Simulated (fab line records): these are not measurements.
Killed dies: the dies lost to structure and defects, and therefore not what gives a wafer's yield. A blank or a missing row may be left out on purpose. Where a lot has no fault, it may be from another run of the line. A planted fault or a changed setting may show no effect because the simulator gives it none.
fab line records	flow sky130
record: lots: 5	wafers: 15	last-day: 49
route steps=708 shown METAL5@671 PASSIVATION@681 PAD_OPEN@694
lots that met no fault: taken from a fault-free run of the same line
start-h: the number of hours between the record's first day and the start of the first shown wafer of the lot	wait-h: how many hours have passed since the lot's step before this one	" repeats the value in the row above	L1.1+2: one row covering several wafers at once	- no value present, or no start provided	* or withheld: withheld	< > ~ a bound
route shown NAME@n: a module of which the file shows steps, and the number in the route of the first	usual: mean and standard deviation over wafers with no fault	same: alike in all rows	chamber/n: place in a boat	sites: per-site readings	_std_site: how widely they spread, as a standard deviation	_edge_site: the outer-site mean with the inner-site mean subtracted	radius-mm: how far each site lies from the wafer's centre	mask NAME#n: copy n	behind: the most recent tool/chamber to have shaped the wafer	hold: the reason the lot was held/the length of the hold in hours/how it ended	device: names the non-switching transistor (n, p or np)	end of line: the route-end tests of the same wafers	a step given without rows: its recipe and nothing more	killed: the dies lost at the first sort to structure and to defects; this is not the yield of the wafer	map: dies across one wafer; x = killed, . = not, _ = none there
set.NAME: the setting as run; set.NAME@STEP: as run at that earlier step	model.NAME: the simulator's own value behind a step, which no gauge read
lots at selected steps of the route; one table per step, one row per wafer
services: when a tool's chamber went out of use (start-h, in hours from the record's first day, below 0 if earlier), for how many hours, and the reason
== steps ==
step: SKY_METAL5_SOFTBAKE_10
recipe: temp-c: 90	time-s: 57.44	resist: NOVOLAK
lot.wafer	tool	chamber	start-h	wait-h
L077.2+3+6	litho-track-02	0	1031.81	0.1
L083.3+4+5	litho-track-01	0	1073.84	0.1
L084.1+3+4	litho-track-02	0	1080.93	0.1
L090.1+5+6	litho-track-04	0	1115.94	0.1
L091.1+3+5	litho-track-01	0	1118.84	0.1
step: SKY_METAL5_EXPOSE_11
recipe: mask-id: MM5	na: 0.6	source-shape: conventional	sigma-outer: 0.6	polarization: unpolarized	target-cd-nm: 1600	dose-mj: 190
usual: focus-offset-nm: -0.1/0.55
lot.wafer	tool	chamber	start-h	wait-h	mask	focus-offset-nm
L077.2	iline-stepper-01	0	-	-	MM5#0	0.5
L077.3	"	0	"	"	MM5#0	0.7
L077.6	"	0	"	"	MM5#0	0.1
L083.3	iline-stepper-02	0	-	-	MM5#0	0.1
L083.4	"	0	"	"	MM5#0	0.2
L083.5	"	0	"	"	MM5#0	0.6
L084.1	iline-stepper-02	0	-	-	MM5#0	0.1
L084.3	"	0	"	"	MM5#0	0.7
L084.4	"	0	"	"	MM5#0	0.3
L090.1	iline-stepper-01	0	-	-	MM5#0	-1.1
L090.5	"	0	"	"	MM5#0	-0.5
L090.6	"	0	"	"	MM5#0	-0.9
L091.1	iline-stepper-02	0	-	-	MM5#0	-0.6
L091.3	"	0	"	"	MM5#0	-0.9
L091.5	"	0	"	"	MM5#0	-0.5
step: SKY_METAL5_PEB_12
recipe: temp-c: withheld	time-s: *	resist: NOVOLAK
lot.wafer	tool	chamber	start-h	wait-h
L077.2+3+6	litho-track-04	0	-	-
L083.3+4+5	litho-track-01	0	-	-
L084.1+3+4	litho-track-01	0	-	-
L090.1+5+6	litho-track-02	0	-	-
L091.1+3+5	litho-track-01	0	-	-
step: SKY_METAL5_DEVELOP_13
recipe: resist: NOVOLAK	developer: TMAH	develop-time-s: 60	dev-temp-c: 23
lot.wafer	tool	chamber	start-h	wait-h
L077.2+3+6	litho-track-04	0	1042.52	0.1
L083.3+4+5	litho-track-01	0	1084.24	0.1
L084.1+3+4	litho-track-01	0	1091.89	0.1
L090.1+5+6	litho-track-02	0	1125.38	0.1
L091.1+3+5	litho-track-01	0	1128.14	0.1
step: SKY_METAL5_DESCUM_14
recipe: chemistry: O2	source-power-w: 150	bias-power-w: 0	pressure-mtorr: 10	temp-c: 40	time-s: 11
usual: drypump-motor-current-A: 5.3/0.32	oes-product-au: 1.004/0.013
lot.wafer	tool	chamber	start-h	wait-h	drypump-motor-current-A	oes-product-au	rf-hours-counter-h
L077.2	rie-metal-02	0	1042.64	0.1	4.9	0.988	17
L077.3	"	0	"	"	4.9	0.986	-
L077.6	"	1	"	"	4.9	1.004	-
L083.3	rie-metal-03	0	1084.35	0.1	5.5	1.027	-
L083.4	"	1	"	"	5.3	1.020	-
L083.5	"	0	"	"	5.5	1.022	-
L084.1	rie-metal-02	0	1092.04	0.1	4.9	0.986	20
L084.3	"	1	"	"	4.9	0.994	-
L084.4	"	0	"	"	4.9	0.981	-
L090.1	rie-metal-01	0	1125.53	0.1	5.5	1.004	4
L090.5	"	0	"	"	5.5	1.013	-
L090.6	"	0	"	"	5.5	1.009	-
L091.1	rie-metal-03	0	1128.29	0.1	5.5	1.017	23
L091.3	"	0	"	"	5.5	1.028	-
L091.5	"	1	"	"	5.3	1.010	-
step: SKY_METAL5_METAL_ETCH_15
recipe: target-depth-a: 12600	stop-on: SiO2	over-etch-frac: 0.2	time-s: 252	chemistry: Cl2/BCl3	resist-sidewall-deg: 86	pressure-mtorr: 10	icp-w: 900	bias-w: 48.5	Cl2_flow_sccm: 60	bcl3-flow-sccm: 30
usual: bcl3-flow-sccm: 30.01/0.092	drypump-motor-current-A: 5.3/0.32	oes-product-au: 0.894/0.0054	throttle-valve-pct: 22.264/0.0081
lot.wafer	tool	chamber	start-h	wait-h	bcl3-flow-sccm	drypump-motor-current-A	oes-product-au	rf-hours-counter-h	throttle-valve-pct
L077.2	rie-metal-02	0	1042.68	0.0	30.21	4.9	0.889	17	22.257
L077.3	"	0	"	"	30.11	4.9	0.894	-	22.278
L077.6	"	1	"	"	30.00	4.9	0.890	-	22.276
L083.3	rie-metal-03	0	1084.45	0.1	30.03	5.5	0.891	-	22.253
L083.4	"	1	"	"	29.98	5.3	0.902	-	22.254
L083.5	"	0	"	"	29.98	5.5	0.888	-	22.253
L084.1	rie-metal-02	0	1092.07	0.0	29.84	4.9	0.902	20	22.264
L084.3	"	1	"	"	29.92	4.9	0.887	-	22.257
L084.4	"	0	"	"	29.98	4.9	0.898	-	22.267
L090.1	rie-metal-01	0	1125.60	0.1	30.22	5.5	0.896	4	22.256
L090.5	"	0	"	"	30.15	5.5	0.891	-	22.257
L090.6	"	0	"	"	30.12	5.5	0.897	-	22.259
L091.1	rie-metal-03	0	1128.32	0.0	29.97	5.5	0.896	23	22.263
L091.3	"	0	"	"	29.89	5.5	0.891	-	22.255
L091.5	"	1	"	"	29.88	5.3	0.897	-	22.263
step: SKY_METAL5_STRIP_16
recipe: chemistry: O2/N2	power-w: 1400	pressure-mtorr: 1500	platen-temp-c: withheld	o2-flow-sccm: 3000	n2-flow-sccm: 300	overash-fraction: 0.5
usual: drypump-motor-current-A: 5.6/0.48	oes-product-au: 0.710/0.0045	strip-time-to-endpoint-s: 13.02/0.18
lot.wafer	tool	chamber	start-h	wait-h	drypump-motor-current-A	oes-product-au	rf-hours-counter-h	strip-time-to-endpoint-s
L077.2	plasma-asher-03	0	1042.91	0.2	5.2	0.712	26	13.34
L077.3	"	1	"	"	6.0	0.713	-	13.33
L077.6	"	1	"	"	6.0	0.707	-	13.21
L083.3	plasma-asher-04	0	1084.64	0.1	5.0	0.708	-	12.83
L083.4	"	1	"	"	5.2	0.705	-	12.85
L083.5	"	1	"	"	5.2	0.707	-	12.83
L084.1	plasma-asher-04	0	1092.31	0.2	5.0	0.712	3	13.14
L084.3	"	0	"	"	5.0	0.710	-	13.08
L084.4	"	1	"	"	5.2	0.716	-	13.30
L090.1	plasma-asher-03	0	1126.07	0.4	5.2	0.714	34	13.11
L090.5	"	0	"	"	5.2	0.709	-	12.99
L090.6	"	1	"	"	6.0	0.701	-	13.02
L091.1	plasma-asher-01	0	1128.56	0.2	6.3	0.708	71	12.87
L091.3	"	0	"	"	6.3	0.721	-	12.82
L091.5	"	1	"	"	5.7	0.710	-	12.93
step: SKY_METAL5_STRIP_17
recipe: chemistry: post-etch-residue-remover	time-s: 1200	temp-c: 72.5
lot.wafer	tool	chamber	start-h	wait-h
L077.2+3+6	wet-bench-03	2	1043.01	0.1
L083.3+4+5	wet-bench-02	1	1084.71	0.0
L084.1+3+4	wet-bench-04	3	1092.41	0.1
L090.1+5+6	wet-bench-03	1	1126.17	0.1
L091.1+3+5	wet-bench-03	3	1128.66	0.1
step: SKY_METAL5_CLEAN_18
recipe: chemistry: IPA	time-s: 180	temp-c: 25
lot.wafer	tool	chamber	start-h	wait-h
L077.2+3+6	wet-bench-03	3	1043.35	0.0
L083.3+4+5	wet-bench-02	1	1085.05	0.0
L084.1+3+4	wet-bench-03	3	1092.75	0.0
L090.1+5+6	wet-bench-04	0	1126.51	0.0
L091.1+3+5	wet-bench-04	0	1129.00	0.0
step: SKY_METAL5_CLEAN_19
recipe: chemistry: O3/DIW	dry: n2-spin
lot.wafer	tool	chamber	start-h	wait-h
L077.2+3+6	wet-bench-04	1	1043.42	0.0
L083.3+4+5	wet-bench-02	2	1085.11	0.0
L084.1+3+4	wet-bench-02	2	1092.81	0.0
L090.1+5+6	wet-bench-03	3	1126.57	0.0
L091.1+3+5	wet-bench-03	1	1129.06	0.0
step: SKY_PASSIVATION_CVD_00
recipe: material: SiO2	target-thk-nm: 90	temp-c: 400	time-s: withheld	rf-w: 600
usual: heater-power-outer-w: 367/59	heater-power-w: 639/81	susceptor-temp-C: 400.03/0.24
lot.wafer	tool	chamber	start-h	wait-h	heater-power-outer-w	heater-power-w	susceptor-temp-C
L077.2	pecvd-04	1	1043.51	0.0	482	796	399.99
L077.3	"	0	"	"	367	622	400.32
L077.6	"	1	"	"	482	818	400.25
L083.3	pecvd-04	2	1085.20	0.0	345	556	400.40
L083.4	"	1	"	"	473	787	399.98
L083.5	"	2	"	"	339	553	399.79
L084.1	pecvd-03	2	1092.90	0.0	432	728	400.08
L084.3	"	0	"	"	260	564	400.11
L084.4	"	2	"	"	436	728	400.21
L090.1	pecvd-01	2	1126.66	0.0	368	641	400.18
L090.5	"	2	"	"	381	649	400.01
L090.6	"	1	"	"	408	687	400.07
L091.1	pecvd-01	1	1129.15	0.0	452	734	400.08
L091.3	"	0	"	"	264	490	399.83
L091.5	"	0	"	"	266	498	399.78
step: SKY_PASSIVATION_THK_MEAS_01
recipe: reads: SiO2_of_PASSIVATION_CVD_00
usual: PASSIVATION_CVD_00_THK: 90.1/1.2
lot.wafer	tool	chamber	start-h	wait-h	PASSIVATION_CVD_00_THK[nm]
L077.2	film-metro-03	-	1043.54	-	89.5
L077.3	"	-	"	"	87.6
L077.6	"	-	"	"	89.8
L083.3	film-metro-04	-	1085.31	-	89.1
L083.4	"	-	"	"	91.9
L083.5	"	-	"	"	91.3
L084.1	film-metro-04	-	1092.92	-	88.1
L084.3	"	-	"	"	89.5
L084.4	"	-	"	"	90.6
L090.1	film-metro-03	-	1126.68	-	89.3
L090.5	"	-	"	"	91.6
L090.6	"	-	"	"	91.3
L091.1	film-metro-01	-	1129.17	-	89.5
L091.3	"	-	"	"	90.2
L091.5	"	-	"	"	92.4
step: SKY_PASSIVATION_CVD_02
recipe: material: Si3N4	target-thk-nm: 540	temp-c: 400	time-s: withheld	rf-w: 450
usual: heater-power-outer-w: 409/62	heater-power-w: 693/84	susceptor-temp-C: 400.01/0.24
lot.wafer	tool	chamber	start-h	wait-h	heater-power-outer-w	heater-power-w	susceptor-temp-C
L077.2	pecvd-03	2	1043.59	0.0	365	633	399.95
L077.3	"	1	"	"	374	645	399.95
L077.6	"	0	"	"	362	714	399.72
L083.3	pecvd-03	0	1085.35	0.0	351	681	399.71
L083.4	"	1	"	"	357	604	399.86
L083.5	"	0	"	"	370	729	399.72
L084.1	pecvd-04	0	1092.98	0.1	451	737	399.93
L084.3	"	2	"	"	341	547	400.40
L084.4	"	2	"	"	365	573	400.31
L090.1	pecvd-04	1	1126.74	0.1	523	852	399.93
L090.5	"	1	"	"	407	705	399.81
L090.6	"	2	"	"	348	571	400.18
L091.1	pecvd-04	2	1129.23	0.1	372	603	399.81
L091.3	"	0	"	"	497	811	400.13
L091.5	"	1	"	"	484	823	399.91
step: SKY_PASSIVATION_THK_MEAS_03
recipe: reads: Si3N4_of_PASSIVATION_CVD_02
usual: PASSIVATION_CVD_02_THK: 540/6.4
lot.wafer	tool	chamber	start-h	wait-h	PASSIVATION_CVD_02_THK[nm]
L077.2	film-metro-03	-	1043.82	-	526
L077.3	"	-	"	"	531
L077.6	"	-	"	"	542
L083.3	film-metro-03	-	1085.60	-	540
L083.4	"	-	"	"	549
L083.5	"	-	"	"	549
L084.1	film-metro-03	-	1093.20	-	539
L084.3	"	-	"	"	539
L084.4	"	-	"	"	549
L090.1	film-metro-01	-	1126.97	-	534
L090.5	"	-	"	"	546
L090.6	"	-	"	"	544
L091.1	film-metro-04	-	1129.45	-	533
L091.3	"	-	"	"	534
L091.5	"	-	"	"	543
step: SKY_PASSIVATION_DEHYDRATE_04
recipe: temp-c: 200	time-s: 60
lot.wafer	tool	chamber	start-h	wait-h
L077.2+3+6	litho-track-01	0	1053.46	9.6
L083.3+4+5	litho-track-03	0	1095.28	9.7
L084.1+3+4	litho-track-03	0	1101.98	8.8
L090.1+5+6	litho-track-02	0	1135.53	8.6
L091.1+3+5	litho-track-01	0	1138.39	8.9
step: SKY_PASSIVATION_HMDS_05
recipe: prime-time-s: 60	prime-temp-c: 120
usual: prime-temp-c: 119.96/0.13
lot.wafer	tool	chamber	start-h	wait-h	prime-temp-c
L077.2	litho-track-01	0	1053.61	0.1	120.00
L077.3	"	0	"	"	120.12
L077.6	"	0	"	"	120.00
L083.3	litho-track-03	0	1095.43	0.1	119.79
L083.4	"	0	"	"	119.82
L083.5	"	0	"	"	119.89
L084.1	litho-track-03	0	1102.13	0.1	119.92
L084.3	"	0	"	"	120.10
L084.4	"	0	"	"	119.94
L090.1	litho-track-02	0	1135.68	0.1	119.95
L090.5	"	0	"	"	120.20
L090.6	"	0	"	"	120.04
L091.1	litho-track-01	0	1138.54	0.1	120.02
L091.3	"	0	"	"	119.99
L091.5	"	0	"	"	120.19
step: SKY_PASSIVATION_COAT_06
recipe: spin-rpm: 2000	resist-thk-nm: 3000
lot.wafer	tool	chamber	start-h	wait-h
L077.2+3+6	litho-track-01	0	1053.76	0.1
L083.3+4+5	litho-track-03	0	1095.58	0.1
L084.1+3+4	litho-track-03	0	1102.28	0.1
L090.1+5+6	litho-track-02	0	1135.83	0.1
L091.1+3+5	litho-track-01	0	1138.69	0.1
step: SKY_PASSIVATION_SOFTBAKE_07
recipe: temp-c: 110	time-s: withheld
lot.wafer	tool	chamber	start-h	wait-h
L077.2+3+6	litho-track-01	0	1053.92	0.1
L083.3+4+5	litho-track-03	0	1095.75	0.1
L084.1+3+4	litho-track-03	0	1102.43	0.1
L090.1+5+6	litho-track-02	0	1135.98	0.1
L091.1+3+5	litho-track-01	0	1138.84	0.1
step: SKY_PASSIVATION_EXPOSE_08
recipe: mask-id: NSM	target-cd-nm: 3000	na: 0.57	dose-mj: 260
usual: focus-offset-nm: 0.0/0.53
lot.wafer	tool	chamber	start-h	wait-h	mask	focus-offset-nm
L077.2	iline-stepper-02	0	-	-	NSM#0	0.8
L077.3	"	0	"	"	NSM#0	0.9
L077.6	"	0	"	"	NSM#0	0.0
L083.3	iline-stepper-01	0	-	-	NSM#0	0.1
L083.4	"	0	"	"	NSM#0	-0.3
L083.5	"	0	"	"	NSM#0	0.1
L084.1	iline-stepper-02	0	-	-	NSM#0	0.5
L084.3	"	0	"	"	NSM#0	-0.9
L084.4	"	0	"	"	NSM#0	-0.3
L090.1	iline-stepper-01	0	-	-	NSM#0	-1.0
L090.5	"	0	"	"	NSM#0	-0.2
L090.6	"	0	"	"	NSM#0	-0.8
L091.1	iline-stepper-02	0	-	-	NSM#0	-0.9
L091.3	"	0	"	"	NSM#0	-0.6
L091.5	"	0	"	"	NSM#0	-1.0
step: SKY_PASSIVATION_PEB_09
recipe: temp-c: 115	time-s: withheld
lot.wafer	tool	chamber	start-h	wait-h
L077.2+3+6	litho-track-01	0	-	-
L083.3+4+5	litho-track-02	0	-	-
L084.1+3+4	litho-track-03	0	-	-
L090.1+5+6	litho-track-03	0	-	-
L091.1+3+5	litho-track-02	0	-	-
step: SKY_PASSIVATION_DEVELOP_10
recipe: develop-time-s: 60	dev-temp-c: 23
lot.wafer	tool	chamber	start-h	wait-h
L077.2+3+6	litho-track-01	0	-	-
L083.3+4+5	litho-track-02	0	-	-
L084.1+3+4	litho-track-03	0	-	-
L090.1+5+6	litho-track-03	0	-	-
L091.1+3+5	litho-track-02	0	-	-
step: SKY_PASSIVATION_ETCH_11
recipe: chemistry: CF4/O2	target-depth-nm: 725	stop-on: AlCu	source-w: 800	bias-w: 150	pressure-mtorr: 150	cf4-flow-sccm: 80	O2_flow_sccm: 10	time-s: 161.1
usual: drypump-motor-current-A: 5.7/0.58	oes-product-au: 0.979/0.0067	throttle-valve-pct: 5.965/0.0094
lot.wafer	tool	chamber	start-h	wait-h	drypump-motor-current-A	oes-product-au	rf-hours-counter-h	throttle-valve-pct
L077.2	rie-diel-04	0	1064.39	-	5.7	0.978	12	5.945
L077.3	"	3	"	"	5.9	0.980	21	5.972
L077.6	"	0	"	"	5.8	0.980	-	5.965
L083.3	rie-diel-01	3	1105.93	-	5.1	0.984	16	5.962
L083.4	"	0	"	"	5.9	0.990	13	5.958
L083.5	"	2	"	"	5.4	0.991	-	5.956
L084.1	rie-diel-02	1	1112.48	-	6.5	0.971	20	5.962
L084.3	"	0	"	"	4.7	0.975	12	5.955
L084.4	"	3	"	"	4.7	0.987	11	5.979
L090.1	rie-diel-01	0	1145.38	-	6.0	0.972	14	5.965
L090.5	"	3	"	"	5.1	0.984	-	5.966
L090.6	"	0	"	"	6.0	0.977	-	5.969
L091.1	rie-diel-04	1	1147.88	-	6.2	0.968	18	5.962
L091.3	"	3	"	"	5.9	0.976	24	5.964
L091.5	"	2	"	"	6.5	0.984	-	5.967
step: SKY_PASSIVATION_STRIP_12
recipe: chemistry: O2/N2	power-w: 1400	pressure-mtorr: 1500	platen-temp-c: withheld	overash-fraction: 0.7	o2-flow-sccm: 3000	n2-flow-sccm: 300
usual: drypump-motor-current-A: 5.6/0.53	oes-product-au: 0.661/0.005	strip-time-to-endpoint-s: 31.47/0.13
lot.wafer	tool	chamber	start-h	wait-h	drypump-motor-current-A	oes-product-au	rf-hours-counter-h	strip-time-to-endpoint-s
L077.2	plasma-asher-01	1	1064.49	0.1	5.7	0.657	65	31.41
L077.3	"	1	"	"	5.7	0.665	-	31.50
L077.6	"	0	"	"	6.3	0.664	-	31.36
L083.3	plasma-asher-02	0	1106.07	0.1	5.0	0.667	-	31.42
L083.4	"	1	"	"	6.1	0.669	-	31.48
L083.5	"	0	"	"	5.0	0.660	-	31.52
L084.1	plasma-asher-02	1	1112.59	0.1	6.1	0.653	99	31.52
L084.3	"	1	"	"	6.1	0.668	-	31.37
L084.4	"	0	"	"	5.0	0.662	-	31.39
L090.1	plasma-asher-02	0	1145.49	0.1	5.0	0.663	102	31.41
L090.5	"	1	"	"	6.1	0.652	-	31.44
L090.6	"	0	"	"	5.0	0.667	-	31.45
L091.1	plasma-asher-02	0	1147.99	0.1	5.0	0.665	102	31.53
L091.3	"	0	"	"	5.0	0.658	-	31.59
L091.5	"	1	"	"	6.1	0.656	-	31.35
step: SKY_PAD_OPEN_DEHYDRATE_00
recipe: temp-c: 200	time-s: 60
lot.wafer	tool	chamber	start-h	wait-h
L077.2+3+6	litho-track-04	0	1075.22	10.7
L083.3+4+5	litho-track-03	0	1115.18	9.1
L084.1+3+4	litho-track-04	0	1121.54	8.9
L090.1+5+6	litho-track-02	0	1154.23	8.7
L091.1+3+5	litho-track-04	0	1156.29	8.3
step: SKY_PAD_OPEN_HMDS_01
recipe: prime-time-s: 60	prime-temp-c: 120
usual: prime-temp-c: 120.03/0.15
lot.wafer	tool	chamber	start-h	wait-h	prime-temp-c
L077.2	litho-track-04	0	1075.37	0.1	120.14
L077.3	"	0	"	"	120.06
L077.6	"	0	"	"	120.24
L083.3	litho-track-03	0	1115.33	0.1	119.84
L083.4	"	0	"	"	119.90
L083.5	"	0	"	"	120.10
L084.1	litho-track-04	0	1121.69	0.1	120.02
L084.3	"	0	"	"	120.05
L084.4	"	0	"	"	120.05
L090.1	litho-track-02	0	1154.38	0.1	120.11
L090.5	"	0	"	"	119.90
L090.6	"	0	"	"	119.99
L091.1	litho-track-04	0	1156.44	0.1	119.94
L091.3	"	0	"	"	120.07
L091.5	"	0	"	"	119.98
step: SKY_PAD_OPEN_COAT_02
recipe: spin-rpm: 2000	resist-thk-nm: 3000
lot.wafer	tool	chamber	start-h	wait-h
L077.2+3+6	litho-track-04	0	1075.52	0.1
L083.3+4+5	litho-track-03	0	1115.48	0.1
L084.1+3+4	litho-track-04	0	1121.84	0.1
L090.1+5+6	litho-track-02	0	1154.53	0.1
L091.1+3+5	litho-track-04	0	1156.59	0.1
step: SKY_PAD_OPEN_SOFTBAKE_03
recipe: temp-c: 110	time-s: withheld
lot.wafer	tool	chamber	start-h	wait-h
L077.2+3+6	litho-track-04	0	1075.68	0.1
L083.3+4+5	litho-track-03	0	1115.65	0.1
L084.1+3+4	litho-track-04	0	1121.99	0.1
L090.1+5+6	litho-track-02	0	1154.68	0.1
L091.1+3+5	litho-track-04	0	1156.74	0.1
step: SKY_PAD_OPEN_EXPOSE_04
recipe: mask-id: PDM	target-cd-nm: 60000	na: 0.57	dose-mj: 260
usual: focus-offset-nm: -0.1/0.5
lot.wafer	tool	chamber	start-h	wait-h	mask	focus-offset-nm
L077.2	iline-stepper-01	0	-	-	PDM#0	0.3
L077.3	"	0	"	"	PDM#0	0.3
L077.6	"	0	"	"	PDM#0	0.5
L083.3	iline-stepper-02	0	-	-	PDM#0	0.2
L083.4	"	0	"	"	PDM#0	0.1
L083.5	"	0	"	"	PDM#0	0.5
L084.1	iline-stepper-02	0	-	-	PDM#0	-0.1
L084.3	"	0	"	"	PDM#0	-0.5
L084.4	"	0	"	"	PDM#0	-0.3
L090.1	iline-stepper-02	0	-	-	PDM#0	-0.1
L090.5	"	0	"	"	PDM#0	-0.8
L090.6	"	0	"	"	PDM#0	0.2
L091.1	iline-stepper-02	0	-	-	PDM#0	0.4
L091.3	"	0	"	"	PDM#0	0.3
L091.5	"	0	"	"	PDM#0	0.8
== services ==
tool	chamber	start-h	hours	kind
iline-stepper-01	-	1009.29	5.2	repair
plasma-asher-04	-	1012.03	1.5	repair
iline-stepper-02	-	1014.99	21.3	repair
pecvd-03	1	1018.19	13.3	repair
pecvd-01	0	1022.18	3.4	repair
plasma-asher-03	-	1023.49	1.2	repair
plasma-asher-03	-	1029.62	1.6	repair
rie-diel-04	3	1030.54	4.0	repair
plasma-asher-01	-	1038.17	1.8	repair
rie-diel-01	1	1054.73	29.8	repair
plasma-asher-04	-	1055.30	9.0	pm
plasma-asher-03	-	1072.81	8.8	repair
iline-stepper-01	-	1073.00	1.7	pm
iline-stepper-02	-	1088.61	1.7	pm
rie-metal-02	-	1094.03	0.9	repair
iline-stepper-01	-	1096.78	1.7	repair
pecvd-04	1	1107.49	16.0	repair
pecvd-04	-	1116.57	1.2	repair
rie-diel-04	3	1119.73	4.1	repair
pecvd-03	-	1120.28	2.6	repair
iline-stepper-02	-	1122.63	5.3	repair
plasma-asher-02	-	1128.68	4.9	repair
iline-stepper-02	-	1142.34	1.5	repair
pecvd-03	-	1150.90	2.8	pm
== key ==
fault none
